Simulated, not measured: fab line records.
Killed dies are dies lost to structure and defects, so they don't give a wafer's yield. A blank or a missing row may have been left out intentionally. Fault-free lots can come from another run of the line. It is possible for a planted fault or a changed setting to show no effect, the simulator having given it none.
The same fault as seen by 2 desks | flow gf180mcu | each desk holds nothing but its own numbers, with what lay behind them at the end

## METROLOGY DESK
What the gauges read for every lot (on any tool): the sampled wafers with a number, averaged. Marked OUT: a lot whose mean sits more than 4 standard deviations from the usual mean, which makes it out of limits; the brackets give that distance.
Columns: A = SALICIDE_TIN_RS at GF_SALICIDE_RS_MEAS_04, usual 16.44 ohm/sq; B = CONTACT_OVL at GF_CONTACT_OVL_MEAS_15, usual -4 nm
lot  | first seen here | A     | B
L959 | day 15 10:55    | 16.24 | -8
L961 | day 16 02:33    | 16.60 | -5
L962 | day 16 06:19    | 16.42 | -1
L963 | day 16 19:41    | 16.66 | -14
L964 | day 17 01:43    | 16.39 | 4
L966 | day 17 19:39    | 16.61 | 1
L969 | day 18 20:54    | 16.21 | 5
L970 | day 19 01:47    | 16.70 | 5
L971 | day 19 10:56    | 16.10 | -10
L972 | day 19 21:39    | 16.18 | -7
L978 | day 22 01:29    | 16.53 | -10
L979 | day 22 04:53    | 16.82 | -7
L981 | day 23 10:01    | 16.27 | 0
L982 | day 23 12:55    | 16.38 | -7
This desk's verdict: no lot among the 14 shows anything out of limits.

## THE TOOL OWNER'S DESK: rtp-anneal-01
The tool's own readings at GF_SALICIDE_RTA_08 (time 30 s): means of the sampled wafers that have a number, for each lot that ran on this tool. Marked OUT: a lot whose mean sits more than 4 standard deviations from the usual mean, which makes it out of limits; the brackets give that distance.
Columns: A = lamp-power-pct at GF_SALICIDE_RTA_08, usual 16.6 %; B = wafer_temp_C_max at GF_SALICIDE_RTA_08, usual 803.3
lot  | first seen here | A    | B
L962 | day 16 06:41    | 15.3 | 803.9
L963 | day 16 20:02    | 15.3 | 803.9
L966 | day 17 20:02    | 15.3 | 804.1
L971 | day 19 11:19    | 11.9 | 723.4 (-88) OUT
L972 | day 19 22:01    | 11.9 | 723.7 (-87) OUT
L982 | day 23 13:16    | 15.3 | 804.5
Finding of this desk: L971, L972 out of limits; the first was L971 at day 19 11:19, on wafer_temp_C_max at GF_SALICIDE_RTA_08. In limits: L962, L963, L966, L982.

## PUT TOGETHER
The tool owner's desk had the chance to raise an alarm at day 19 11:19 on L971, L972.
At the metrology desk, nothing out of limits was observed.
The metrology desk has L971, L972 on record, within its limits.
Every lot named ran GF_SALICIDE_RTA_08 on rtp-anneal-01.

## WHAT WAS PUT IN BY THE SIMULATOR
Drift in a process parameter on rtp-anneal-01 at GF_SALICIDE_RTA_08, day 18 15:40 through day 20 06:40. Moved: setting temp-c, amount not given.
Lots struck among those shown: L971, L972.
Each desk's first reading out of limits, in hours after the fault started: the tool owner's desk, 20.
